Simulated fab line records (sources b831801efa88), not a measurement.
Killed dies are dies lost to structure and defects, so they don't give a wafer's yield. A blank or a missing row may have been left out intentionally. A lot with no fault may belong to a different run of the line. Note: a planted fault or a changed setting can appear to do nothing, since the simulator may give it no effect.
Matching of chambers -- flow sky130 -- 4 sister chambers for SKY_CONTACT_CMP_27 on cmp-02
The step polishes, stops on SiO2, t overpolish 15 s, target thk 0 nm. 16 wafers are shown with their chamber, then 8 later ones without.

== WAFERS WITH THEIR CHAMBER ==
wafer,chamber,motor-current-A (A)
L590.1,3,11.2
L590.5,1,11.1
L590.6,0,11.8
L589.2,2,10.0
L589.3,1,11.1
L589.4,3,10.8
L596.1,2,10.1
L596.3,3,11.1
L596.6,0,12.1
L599.3,2,10.5
L599.4,1,11.0
L599.5,0,11.3
L603.4,3,10.6
L603.5,2,10.0
L603.6,1,11.1
L604.1,2,10.2

SIGNATURES, as means of the wafers listed above
reading,chamber 0,chamber 1,chamber 2,chamber 3,scatter within a chamber
motor-current-A,11.733,11.075,10.160,10.925,0.247
Rule: for a wafer and a chamber, the distance is found by dividing, reading by reading, the gap between the wafer's reading and the chamber's mean by the reading's scatter, squaring, summing and taking the root. The wafer belongs to the nearest chamber; if the next one is less than 2 further off, it can't be placed. The scatter: take each reading less its chamber's mean, square it, sum over the shown wafers, divide by the number of wafers less the number of chambers, and take the root.

== WAFERS WITH NO CHAMBER GIVEN ==
wafer,motor-current-A (A)
L604.3,11.3
L604.4,11.6
L606.1,11.4
L606.2,10.3
L606.3,11.2
L610.2,11.5
L610.4,10.5
L610.6,10.9

== CHAMBER TAKEN BY EACH ==
wafer,from the rows above,in truth
L604.3,can't be placed: 1 or 3 or 0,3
L604.4,can't be placed: 0 or 1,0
L606.1,can't be placed: 1 or 0 or 3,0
L606.2,can't be placed: 2 or 3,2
L606.3,can't be placed: 1 or 3 or 0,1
L610.2,can't be placed: 0 or 1 or 3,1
L610.4,can't be placed: 2 or 3 or 1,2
L610.6,can't be placed: 3 or 1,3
Correctly placed: 0 of 8. Can't be placed from these rows: 8 (the true chamber is among the candidates in 8). Number placed wrongly: 0.
